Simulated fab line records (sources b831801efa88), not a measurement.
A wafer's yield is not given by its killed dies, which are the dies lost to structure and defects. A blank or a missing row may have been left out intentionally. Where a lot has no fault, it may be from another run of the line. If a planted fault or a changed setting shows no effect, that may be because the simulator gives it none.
Which tool is to blame? -- flow gf180mcu -- 13 lots, 39 wafers sampled, at 3 steps of a route of 602

WHAT THE GAUGES SHOWED, per wafer
GF_STI_CD_MEAS_12: the cd target is 220 nm.
lot,measured,on,cdNm (nm)
L959,day 2 02:44,cdSem-01,219.2 220.4 219.1
L960,day 2 08:02,cdSem-01,219.2 220.5 220.0
L962,day 2 15:59,cdSem-01,221.4 220.7 222.9
L965,day 3 08:26,cdSem-02,221.9 221.1 222.1
L967,day 3 19:54,cdSem-02,175.5 175.9 175.8 175.7 175.7 175.5
L970,day 4 12:25,cdSem-01,221.6 222.5 222.0
L972,day 4 20:38,cdSem-02,218.7 218.9 219.2
L973,day 5 02:14,cdSem-02,222.0 220.6 222.4
L974,day 5 07:23,cdSem-02,221.0 220.8 220.8
L978,day 6 03:46,cdSem-02,221.0 219.5 219.8
L979,day 6 08:31,cdSem-02,219.6 220.1 220.0
L980,day 6 13:53,cdSem-01,218.6 219.5 220.6
L982,day 7 00:08,cdSem-02,219.6 220.5 221.8

GF_PSD_OVL_MEAS_08.
lot,measured,on,PSD_OVL (nm)
L959,day 14 05:02,overlay-02,0.0 0.2 0.7
L960,day 14 09:49,overlay-01,1.6 0.8 0.0
L962,day 15 00:26,overlay-01,0.4 0.3 0.5
L965,day 16 09:23,overlay-01,-2.5 -2.0 -2.4
L970,day 18 06:05,overlay-01,-3.3 -1.7 -2.1
L972,day 18 18:49,overlay-01,-0.1 -0.4 -0.1
L973,day 19 02:44,overlay-02,-2.5 0.9 -2.6
L974,day 19 12:19,overlay-01,-0.7 -0.8 0.5
L978,day 21 00:35,overlay-02,-0.6 -1.0 0.0
L979,day 21 08:26,overlay-02,-1.7 -2.0 -0.3
L980,day 21 15:18,overlay-02,-0.9 -0.9 -2.2
L982,day 22 04:21,overlay-01,-0.8 -3.0 -3.5

EACH LOT AND THE TOOL THAT RAN IT (in order: tool; ch and the chambers of the sampled wafers; start)
lot,GF_STI_EXPOSE_09
L959,"krfScanner-02 ch 0, day 1 20:37"
L960,"krfScanner-01 ch 0, day 2 02:08"
L962,"krfScanner-02 ch 0, day 2 10:02"
L965,"krfScanner-02 ch 0, day 3 02:01"
L967,"krfScanner-01 ch 0, day 3 13:48"
L970,"krfScanner-01 ch 0, day 4 05:29"
L972,"krfScanner-01 ch 0, day 4 13:54"
L973,"krfScanner-01 ch 0, day 4 19:25"
L974,"krfScanner-02 ch 0, day 5 00:14"
L978,"krfScanner-01 ch 0, day 5 20:31"
L979,"krfScanner-01 ch 0, day 6 01:10"
L980,"krfScanner-01 ch 0, day 6 06:18"
L982,"krfScanner-02 ch 0, day 6 16:38"
- GF_STI_EXPOSE_09: exposes mask COMP, target cd 220 nm.

AS READ BY THE TOOLS THEMSELVES (means over the sampled wafers that have a number; for cases with no such wafer, the mark the record gives instead)
GF_STI_EXPOSE_09.
lot,tool,exposureDoseMJCm2
L959,krfScanner-02,27.975
L960,krfScanner-01,28.028
L962,krfScanner-02,27.977
L965,krfScanner-02,28.020
L967,krfScanner-01,27.989
L970,krfScanner-01,27.995
L972,krfScanner-01,27.933
L973,krfScanner-01,27.991
L974,krfScanner-02,28.005
L978,krfScanner-01,27.996
L979,krfScanner-01,27.957
L980,krfScanner-01,27.964
L982,krfScanner-02,27.991

THE ANSWER, worked out from the rows above alone
Rule: the usual values come from the lots themselves. The widest of any qualifying gaps counts: lots, ordered by their means at a reading, are off when they make up no more than a third of the lots, leave a main group of 4 or more, and stand apart from it by 3 or more times the standard deviation of that group's means. Not used: any main group whose means are identical at the precision the tables above print for the reading. A lot without any number at a reading at which 4 lots or more have one is off too. The other lots that the step has rows for count as sound. First the gauges in route order, then the tools' own readings, where a lot's mean is used as printed above. The first step at which some lot is off is used, and at that step the reading that is off furthest; a lot without a number counts as furthest.
Off, at GF_STI_CD_MEAS_12 on cdNm: L967. For the main group the mean is 220.5 nm and the standard deviation 0.99.
A tool fits if, at a process step before that reading, it ran every lot that is off, and no sound lot after the first of them. Gauges at GF_STI_CD_MEAS_12: tried the same way as those tools. No candidate that was tried fits.

WHAT THE SIMULATOR PUT IN
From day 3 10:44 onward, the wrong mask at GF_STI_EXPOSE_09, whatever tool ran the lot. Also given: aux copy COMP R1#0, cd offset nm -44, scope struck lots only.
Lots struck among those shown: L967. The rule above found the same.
